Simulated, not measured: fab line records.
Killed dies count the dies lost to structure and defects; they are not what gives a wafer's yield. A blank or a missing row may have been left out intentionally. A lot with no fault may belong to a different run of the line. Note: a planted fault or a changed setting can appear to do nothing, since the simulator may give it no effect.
Which tool is to blame? + flow sky130 + 24 lots with 72 wafers sampled at 6 steps, on a route of 708 steps

== WHAT THE GAUGES SHOWED, per wafer ==
SKY_CONTACT_RS_MEAS_25: measures by four-point-probe. Usual: CONTACT_W_RS gives 0.336 ohm/sq (standard deviation 0.0036).
| lot  | measured     | on            | CONTACT_W_RS (ohm/sq) | flag |
|------|--------------|---------------|-----------------------|------|
| L074 | day 31 04:46 | film metro-02 | 0.328 0.332 0.330     |      |
| L075 | day 31 23:38 | film metro-04 | 0.343 0.340 0.338     |      |
| L076 | day 32 11:08 | film metro-04 | 0.342 0.335 0.345     |      |
| L077 | day 32 20:35 | film metro-04 | 0.332 0.331 0.335     |      |
| L078 | day 33 00:25 | film metro-02 | 0.330 0.332 0.334     |      |
| L079 | day 33 06:00 | film metro-04 | 0.336 0.337 0.335     |      |
| L080 | day 33 14:07 | film metro-02 | 0.331 0.332 0.340     |      |
| L081 | day 33 23:04 | film metro-03 | 0.333 0.336 0.339     |      |
| L082 | day 34 04:25 | film metro-03 | 0.339 0.338 0.341     |      |
| L083 | day 34 12:43 | film metro-03 | 0.331 0.334 0.331     |      |
| L084 | day 35 06:39 | film metro-04 | 0.334 0.334 0.335     |      |
| L085 | day 35 06:56 | film metro-02 | 0.345 0.340 0.340     |      |
| L086 | day 35 16:24 | film metro-03 | 0.339 0.338 0.339     |      |
| L087 | day 35 22:58 | film metro-02 | 0.335 0.334 0.339     |      |
| L088 | day 36 07:41 | film metro-03 | 0.334 0.337 0.334     |      |
| L089 | day 36 18:02 | film metro-02 | 0.339 0.338 0.332     |      |
| L090 | day 36 22:17 | film metro-03 | 0.338 0.335 0.333     |      |
| L091 | day 37 07:14 | film metro-02 | 0.336 0.334 0.331     |      |
| L092 | day 37 16:47 | film metro-02 | 0.337 0.337 0.339     |      |
| L093 | day 37 18:11 | film metro-03 | 0.333 0.336 0.341     |      |
| L094 | day 38 03:17 | film metro-02 | 0.334 0.328 0.338     |      |
| L095 | day 38 09:20 | film metro-03 | 0.332 0.336 0.336     |      |
| L096 | day 38 14:22 | film metro-04 | 0.337 0.336 0.339     |      |
| L097 | day 39 10:06 | film metro-04 | 0.330 0.336 0.335     |      |

SKY_PAD_OPEN_BOW_MEAS_13. Usual: PAD_OPEN_BOW gives 48 um (standard deviation 7.9).
| lot  | measured     | on            | PAD_OPEN_BOW (um) | flag |
|------|--------------|---------------|-------------------|------|
| L074 | day 45 11:53 | film metro-03 | 47 38 41          |      |
| L075 | day 46 03:38 | film metro-02 | 46 59 33          |      |
| L076 | day 46 14:29 | film metro-03 | 49 49 38          |      |
| L077 | day 46 16:44 | film metro-01 | 55 56 54          |      |
| L078 | day 47 00:29 | film metro-02 | 34 42 45          |      |
| L079 | day 47 02:01 | film metro-03 | 63 53 50          |      |
| L080 | day 47 05:38 | film metro-03 | 46 39 43          |      |
| L081 | day 47 11:34 | film metro-01 | 53 47 49          |      |
| L082 | day 47 15:51 | film metro-03 | 38 34 43          |      |
| L083 | day 47 23:53 | film metro-02 | 45 41 29          |      |
| L084 | day 48 11:45 | film metro-01 | 54 44 49          |      |
| L085 | day 48 12:22 | film metro-03 | 45 45 39          |      |
| L086 | day 48 19:07 | film metro-03 | 62 56 71          |      |
| L087 | day 49 01:37 | film metro-02 | 45 47 47          |      |
| L088 | day 49 05:07 | film metro-02 | 52 60 54          |      |
| L089 | day 49 15:31 | film metro-01 | 43 44 54          |      |
| L090 | day 49 17:28 | film metro-02 | 35 39 40          |      |
| L091 | day 50 00:23 | film metro-02 | 47 43 37          |      |
| L092 | day 50 03:07 | film metro-03 | 53 36 40          |      |
| L093 | day 50 07:24 | film metro-01 | 56 66 56          |      |
| L094 | day 50 12:11 | film metro-03 | 54 58 60          |      |
| L095 | day 50 15:14 | film metro-03 | 39 50 45          |      |
| L096 | day 50 17:21 | film metro-02 | 47 44 60          |      |
| L097 | day 51 07:16 | film metro-03 | 42 34 37          |      |

== WHAT TOOL EACH LOT RAN ON (gives the tool, then ch and the chambers of the sampled wafers, and finally the start) ==
| lot  | SKY_CONTACT_ETCH_16                | SKY_CONTACT_CVD_24            | SKY_METAL2_SPUTTER_00        | SKY_METAL3_STRIP_19                  |
|------|------------------------------------|-------------------------------|------------------------------|--------------------------------------|
| L074 | rie diel-04 ch 0,1,2, day 31 03:52 | cvd w-01 ch 0,1, day 31 04:39 | pvd sputter-04, day 33 15:44 | plasma asher-02 ch 0,1, day 38 05:55 |
| L075 | rie diel-01 ch 0,3, day 31 22:40   | cvd w-01 ch 0,1, day 31 23:31 | pvd sputter-02, day 34 09:01 | plasma asher-04 ch 0,1, day 38 21:40 |
| L076 | rie diel-01 ch 0,1,2, day 32 10:14 | cvd w-02 ch 0,1, day 32 11:02 | pvd sputter-03, day 34 21:46 | plasma asher-02 ch 0,1, day 39 11:58 |
| L077 | rie diel-03 ch 0,1,3, day 32 19:41 | cvd w-01 ch 0, day 32 20:29   | pvd sputter-04, day 35 06:30 | plasma asher-04 ch 0,1, day 39 17:16 |
| L078 | rie diel-04 ch 0,1,2, day 32 23:29 | cvd w-01 ch 0,1, day 33 00:17 | pvd sputter-04, day 35 10:23 | plasma asher-02 ch 0,1, day 39 23:37 |
| L079 | rie diel-04 ch 1,3, day 33 05:04   | cvd w-01 ch 0,1, day 33 05:53 | pvd sputter-03, day 35 15:34 | plasma asher-01 ch 0,1, day 40 02:49 |
| L080 | rie diel-04 ch 1,2,3, day 33 13:11 | cvd w-01 ch 0,1, day 33 13:59 | pvd sputter-03, day 35 21:56 | plasma asher-04 ch 0,1, day 40 07:58 |
| L081 | rie diel-03 ch 1,2,3, day 33 21:43 | cvd w-02 ch 0,1, day 33 22:56 | pvd sputter-04, day 36 06:50 | plasma asher-02 ch 0,1, day 40 15:43 |
| L082 | rie diel-03 ch 0,1,2, day 34 03:30 | cvd w-02 ch 0,1, day 34 04:17 | pvd sputter-04, day 36 13:32 | plasma asher-01 ch 0,1, day 40 22:25 |
| L083 | rie diel-04 ch 1,3, day 34 11:47   | cvd w-01 ch 0,1, day 34 12:37 | pvd sputter-02, day 36 20:47 | plasma asher-02 ch 0,1, day 41 06:20 |
| L084 | rie diel-01 ch 0,2,3, day 35 05:41 | cvd w-01 ch 1, day 35 06:31   | pvd sputter-02, day 37 14:43 | plasma asher-02 ch 0, day 41 22:08   |
| L085 | rie diel-03 ch 1,2, day 35 06:02   | cvd w-02 ch 0,1, day 35 06:50 | pvd sputter-04, day 37 15:14 | plasma asher-04 ch 0,1, day 41 23:07 |
| L086 | rie diel-01 ch 0,2,3, day 35 15:29 | cvd w-02 ch 0,1, day 35 16:16 | pvd sputter-02, day 37 23:28 | plasma asher-04 ch 0,1, day 42 06:01 |
| L087 | rie diel-04 ch 0,1,2, day 35 22:04 | cvd w-02 ch 0,1, day 35 22:51 | pvd sputter-04, day 38 06:34 | plasma asher-04 ch 0,1, day 42 12:44 |
| L088 | rie diel-01 ch 0,2,3, day 36 06:41 | cvd w-01 ch 0,1, day 36 07:34 | pvd sputter-04, day 38 14:44 | plasma asher-02 ch 0,1, day 42 18:40 |
| L089 | rie diel-04 ch 1,2, day 36 17:05   | cvd w-01 ch 0,1, day 36 17:55 | pvd sputter-02, day 39 02:32 | plasma asher-01 ch 0,1, day 43 06:55 |
| L090 | rie diel-03 ch 1,3, day 36 21:23   | cvd w-02 ch 0,1, day 36 22:11 | pvd sputter-04, day 39 05:23 | plasma asher-04 ch 1, day 43 09:55   |
| L091 | rie diel-04 ch 0,1,3, day 37 06:20 | cvd w-01 ch 0,1, day 37 07:08 | pvd sputter-04, day 39 13:38 | plasma asher-04 ch 0,1, day 43 18:59 |
| L092 | rie diel-03 ch 1,2,3, day 37 15:53 | cvd w-02 ch 0,1, day 37 16:40 | pvd sputter-03, day 39 21:53 | plasma asher-02 ch 0,1, day 43 23:49 |
| L093 | rie diel-01 ch 0,1,3, day 37 17:16 | cvd w-02 ch 0,1, day 37 18:03 | pvd sputter-02, day 39 23:56 | plasma asher-01 ch 0,1, day 44 03:25 |
| L094 | rie diel-01 ch 2,3, day 38 02:23   | cvd w-01 ch 0, day 38 03:11   | pvd sputter-03, day 40 09:28 | plasma asher-04 ch 0, day 44 12:04   |
| L095 | rie diel-04 ch 1,3, day 38 08:26   | cvd w-01 ch 0,1, day 38 09:14 | pvd sputter-02, day 40 14:04 | plasma asher-04 ch 0,1, day 44 15:23 |
| L096 | rie diel-04 ch 1,2, day 38 13:26   | cvd w-02 ch 0,1, day 38 14:14 | pvd sputter-03, day 40 17:43 | plasma asher-02 ch 0,1, day 44 19:07 |
| L097 | rie diel-03 ch 1,2, day 39 09:10   | cvd w-02 ch 0,1, day 39 09:59 | pvd sputter-04, day 41 15:17 | plasma asher-02 ch 0,1, day 45 14:18 |
- SKY_CONTACT_ETCH_16: etches BARC in N2/H2, stops on SiO2, time 45.9 s, target depth 60 nm.
- SKY_CONTACT_CVD_24: deposits W, target thk 340 nm, time 102.12 s.
- SKY_METAL2_SPUTTER_00: material Ti, target thk 15 nm, time 10 s.
- SKY_METAL3_STRIP_19: strips in O2/N2.

== AS READ BY THE TOOLS THEMSELVES (means over the sampled wafers that have a number; for cases with no such wafer, the mark the record gives instead) ==
SKY_CONTACT_ETCH_16. Usual: bias w 100.0 W, standard deviation 0.31; drypump motor current A 5.8 A, standard deviation 0.54; n2 flow sccm 100.00 sccm, standard deviation 0.29; oes product au 0.855 a.u., standard deviation 0.0045; throttle valve pct 13.226 %, standard deviation 0.0079.
| lot  | tool        | bias w (W) | drypump motor current A (A) | n2 flow sccm (sccm) | oes product au (a.u.) | throttle valve pct (%) | flag |
|------|-------------|------------|-----------------------------|---------------------|-----------------------|------------------------|------|
| L074 | rie diel-04 | 99.9       | 5.9                         | 100.23              | 0.861                 | 13.228                 |      |
| L075 | rie diel-01 | 99.9       | 5.7                         | 100.05              | 0.854                 | 13.229                 |      |
| L076 | rie diel-01 | 99.9       | 6.0                         | 99.96               | 0.852                 | 13.226                 |      |
| L077 | rie diel-03 | 99.7       | 5.9                         | 99.77               | 0.856                 | 13.232                 |      |
| L078 | rie diel-04 | 99.8       | 5.9                         | 100.03              | 0.854                 | 13.224                 |      |
| L079 | rie diel-04 | 100.4      | 5.4                         | 100.08              | 0.861                 | 13.223                 |      |
| L080 | rie diel-04 | 100.1      | 5.9                         | 100.02              | 0.856                 | 13.231                 |      |
| L081 | rie diel-03 | 100.1      | 5.7                         | 100.17              | 0.850                 | 13.218                 |      |
| L082 | rie diel-03 | 100.0      | 5.3                         | 99.97               | 0.853                 | 13.224                 |      |
| L083 | rie diel-04 | 100.0      | 5.7                         | 99.64               | 0.854                 | 13.225                 |      |
| L084 | rie diel-01 | 99.8       | 6.0                         | 100.08              | 0.857                 | 13.230                 |      |
| L085 | rie diel-03 | 100.0      | 5.1                         | 99.57               | 0.851                 | 13.218                 |      |
| L086 | rie diel-01 | 99.7       | 6.0                         | 100.12              | 0.855                 | 13.231                 |      |
| L087 | rie diel-04 | 99.8       | 5.9                         | 100.04              | 0.854                 | 13.232                 |      |
| L088 | rie diel-01 | 99.9       | 6.0                         | 100.05              | 0.857                 | 13.220                 |      |
| L089 | rie diel-04 | 99.6       | 5.6                         | 100.12              | 0.858                 | 13.227                 |      |
| L090 | rie diel-03 | 99.9       | 6.2                         | 100.52              | 0.855                 | 13.230                 |      |
| L091 | rie diel-04 | 99.8       | 5.7                         | 99.89               | 0.857                 | 13.223                 |      |
| L092 | rie diel-03 | 100.1      | 5.7                         | 99.93               | 0.851                 | 13.231                 |      |
| L093 | rie diel-01 | 100.0      | 5.7                         | 99.84               | 0.853                 | 13.220                 |      |
| L094 | rie diel-01 | 100.1      | 6.3                         | 100.13              | 0.857                 | 13.225                 |      |
| L095 | rie diel-04 | 100.0      | 5.4                         | 99.79               | 0.857                 | 13.222                 |      |
| L096 | rie diel-04 | 100.0      | 6.0                         | 99.99               | 0.857                 | 13.233                 |      |
| L097 | rie diel-03 | 99.9       | 5.2                         | 99.73               | 0.851                 | 13.223                 |      |

SKY_CONTACT_CVD_24. Usual: heater power w at 870 W, with a standard deviation of 62.
| lot  | tool     | heater power w (W) | flag |
|------|----------|--------------------|------|
| L074 | cvd w-01 | 836                |      |
| L075 | cvd w-01 | 840                |      |
| L076 | cvd w-02 | 911                |      |
| L077 | cvd w-01 | 872                |      |
| L078 | cvd w-01 | 847                |      |
| L079 | cvd w-01 | 834                |      |
| L080 | cvd w-01 | 835                |      |
| L081 | cvd w-02 | 925                |      |
| L082 | cvd w-02 | 904                |      |
| L083 | cvd w-01 | 838                |      |
| L084 | cvd w-01 | 785                |      |
| L085 | cvd w-02 | 942                |      |
| L086 | cvd w-02 | 938                |      |
| L087 | cvd w-02 | 906                |      |
| L088 | cvd w-01 | 814                |      |
| L089 | cvd w-01 | 802                |      |
| L090 | cvd w-02 | 930                |      |
| L091 | cvd w-01 | 808                |      |
| L092 | cvd w-02 | 914                |      |
| L093 | cvd w-02 | 930                |      |
| L094 | cvd w-01 | 875                |      |
| L095 | cvd w-01 | 816                |      |
| L096 | cvd w-02 | 919                |      |
| L097 | cvd w-02 | 931                |      |

SKY_METAL2_SPUTTER_00. Usual: throttle valve pct at 29.5 %, with a standard deviation of 1.3.
| lot  | tool           | throttle valve pct (%) | flag |
|------|----------------|------------------------|------|
| L074 | pvd sputter-04 | 29.4                   |      |
| L075 | pvd sputter-02 | 28.8                   |      |
| L076 | pvd sputter-03 | 29.6                   |      |
| L077 | pvd sputter-04 | 30.2                   |      |
| L078 | pvd sputter-04 | 30.1                   |      |
| L079 | pvd sputter-03 | 28.7                   |      |
| L080 | pvd sputter-03 | 29.2                   |      |
| L081 | pvd sputter-04 | 29.0                   |      |
| L082 | pvd sputter-04 | 29.3                   |      |
| L083 | pvd sputter-02 | 30.1                   |      |
| L084 | pvd sputter-02 | 28.7                   |      |
| L085 | pvd sputter-04 | 30.0                   |      |
| L086 | pvd sputter-02 | 28.4                   |      |
| L087 | pvd sputter-04 | 29.5                   |      |
| L088 | pvd sputter-04 | 29.7                   |      |
| L089 | pvd sputter-02 | 28.1                   |      |
| L090 | pvd sputter-04 | 30.2                   |      |
| L091 | pvd sputter-04 | 29.6                   |      |
| L092 | pvd sputter-03 | 29.4                   |      |
| L093 | pvd sputter-02 | 29.7                   |      |
| L094 | pvd sputter-03 | 28.8                   |      |
| L095 | pvd sputter-02 | 30.5                   |      |
| L096 | pvd sputter-03 | 28.6                   |      |
| L097 | pvd sputter-04 | 29.2                   |      |

SKY_METAL3_STRIP_19. Usual: drypump motor current A 5.4 A, standard deviation 0.32; n2 flow sccm 299.9 sccm, standard deviation 1; o2 flow sccm 3001 sccm, standard deviation 8.3; oes product au 0.502 a.u., standard deviation 0.0049; strip time to endpoint s 6.53 s, standard deviation 0.062.
| lot  | tool            | drypump motor current A (A) | n2 flow sccm (sccm) | o2 flow sccm (sccm) | oes product au (a.u.) | strip time to endpoint s (s) | flag |
|------|-----------------|-----------------------------|---------------------|---------------------|-----------------------|------------------------------|------|
| L074 | plasma asher-02 | 5.4                         | 300.1               | 3004                | 0.507                 | 6.57                         |      |
| L075 | plasma asher-04 | 5.1                         | 300.2               | 2996                | 0.499                 | 6.47                         |      |
| L076 | plasma asher-02 | 5.4                         | 299.1               | 2994                | 0.505                 | 6.59                         |      |
| L077 | plasma asher-04 | 5.1                         | 299.9               | 2998                | 0.497                 | 6.45                         |      |
| L078 | plasma asher-02 | 5.4                         | 301.0               | 3000                | 0.504                 | 6.56                         |      |
| L079 | plasma asher-01 | 6.0                         | 301.6               | 3000                | 0.505                 | 6.55                         |      |
| L080 | plasma asher-04 | 5.1                         | 300.5               | 2998                | 0.499                 | 6.58                         |      |
| L081 | plasma asher-02 | 5.3                         | 299.0               | 3009                | 0.501                 | 6.51                         |      |
| L082 | plasma asher-01 | 6.0                         | 301.3               | 2997                | 0.499                 | 6.48                         |      |
| L083 | plasma asher-02 | 5.3                         | 298.6               | 2999                | 0.502                 | 6.52                         |      |
| L084 | plasma asher-02 | 5.3                         | 301.0               | 3020                | 0.503                 | 6.55                         |      |
| L085 | plasma asher-04 | 5.1                         | 297.8               | 2990                | 0.500                 | 6.51                         |      |
| L086 | plasma asher-04 | 5.3                         | 300.8               | 3010                | 0.503                 | 6.58                         |      |
| L087 | plasma asher-04 | 5.3                         | 301.0               | 2997                | 0.506                 | 6.57                         |      |
| L088 | plasma asher-02 | 5.4                         | 299.6               | 3013                | 0.503                 | 6.57                         |      |
| L089 | plasma asher-01 | 6.0                         | 299.2               | 3003                | 0.504                 | 6.57                         |      |
| L090 | plasma asher-04 | 4.9                         | 300.3               | 2997                | 0.498                 | 6.41                         |      |
| L091 | plasma asher-04 | 5.2                         | 299.9               | 3004                | 0.498                 | 6.51                         |      |
| L092 | plasma asher-02 | 5.3                         | 299.3               | 2999                | 0.499                 | 6.50                         |      |
| L093 | plasma asher-01 | 6.0                         | 299.6               | 3009                | 0.503                 | 6.49                         |      |
| L094 | plasma asher-04 | 5.5                         | 301.0               | 3002                | 0.504                 | 6.58                         |      |
| L095 | plasma asher-04 | 5.3                         | 300.4               | 2994                | 0.501                 | 6.52                         |      |
| L096 | plasma asher-02 | 5.4                         | 300.1               | 3007                | 0.500                 | 6.53                         |      |
| L097 | plasma asher-02 | 5.3                         | 299.3               | 3012                | 0.503                 | 6.60                         |      |

== THE ANSWER, worked out from the rows above alone ==
Rule: a lot counts as off when the mean over its wafers that have a number is more than 3 standard deviations away from the usual mean. Also off: a lot with no number at a reading for which 4 or more lots have one. Where the step has rows for the other lots, those lots are counted as sound. After the gauges, taken in route order, come the tools' own readings; for these a lot's mean is taken, as printed above. The first step at which some lot is off is used, and at that step the reading that is off furthest; a lot without a number counts as furthest.
Across all readings shown, no lot is off: no conclusion can be drawn from this.

== WHAT THE SIMULATOR PUT IN ==
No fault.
